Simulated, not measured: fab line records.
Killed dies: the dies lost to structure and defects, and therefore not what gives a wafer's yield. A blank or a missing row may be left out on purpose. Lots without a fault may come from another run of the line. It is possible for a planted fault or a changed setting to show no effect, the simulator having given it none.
A single fault, viewed from 2 desks / flow sky130 / numbers are kept per desk, each desk with only its own; the story behind them comes last

AT THE METROLOGY DESK
What the gauges read, lot by lot, whatever tool the lot ran on: means of the sampled wafers that have a number. Marked OUT: a lot whose mean sits more than 4 standard deviations from the usual mean, which makes it out of limits; the brackets give that distance.
Columns: A = cd_nm at SKY_POLY_GATE_CD_MEAS_13, usual 150.4 nm; B = POLY_GATE_OVL at SKY_POLY_GATE_OVL_MEAS_14, usual -2 nm
lot=L859; first seen here=day 20 11:35; A=151.6; B=-4
lot=L862; first seen here=day 21 13:41; A=150.1; B=1
lot=L863; first seen here=day 21 18:36; A=151.4; B=0
lot=L864; first seen here=day 21 23:31; A=151.8; B=-3
lot=L866; first seen here=day 22 18:25; A=151.5; B=-4
lot=L868; first seen here=day 25 02:40; A=151.4; B=2
This desk's verdict: no lot among the 6 shows anything out of limits.

THE TOOL OWNER'S DESK: rie_si-02
The tool's own readings at SKY_POLY_GATE_ETCH_17 (etches poly-Si in HBr/Cl2, stops on SiO2, target depth 180 nm, time 70.5 s): means of the sampled wafers that have a number, for each lot that ran on this tool. Marked OUT: a lot whose mean sits more than 4 standard deviations from the usual mean, which makes it out of limits; the brackets give that distance.
Columns: A = drypump_motor_current_A at SKY_POLY_GATE_ETCH_17, usual 5.7 A; B = oes_product_au at SKY_POLY_GATE_ETCH_17, usual 0.990 a.u.; C = throttle_valve_pct at SKY_POLY_GATE_ETCH_17, usual 33.684 %
lot=L862; first seen here=day 21 14:01; A=5.4; B=0.985; C=33.682
lot=L864; first seen here=day 21 23:49; A=5.1; B=0.990; C=33.687
lot=L866; first seen here=day 22 18:45; A=5.4; B=0.995; C=33.682
This desk's verdict: no lot among the 3 shows anything out of limits.

BROUGHT TOGETHER
At the metrology desk, nothing out of limits was observed.
Nothing out of limits was seen by the tool owner's desk.

WHAT THE SIMULATOR PUT IN
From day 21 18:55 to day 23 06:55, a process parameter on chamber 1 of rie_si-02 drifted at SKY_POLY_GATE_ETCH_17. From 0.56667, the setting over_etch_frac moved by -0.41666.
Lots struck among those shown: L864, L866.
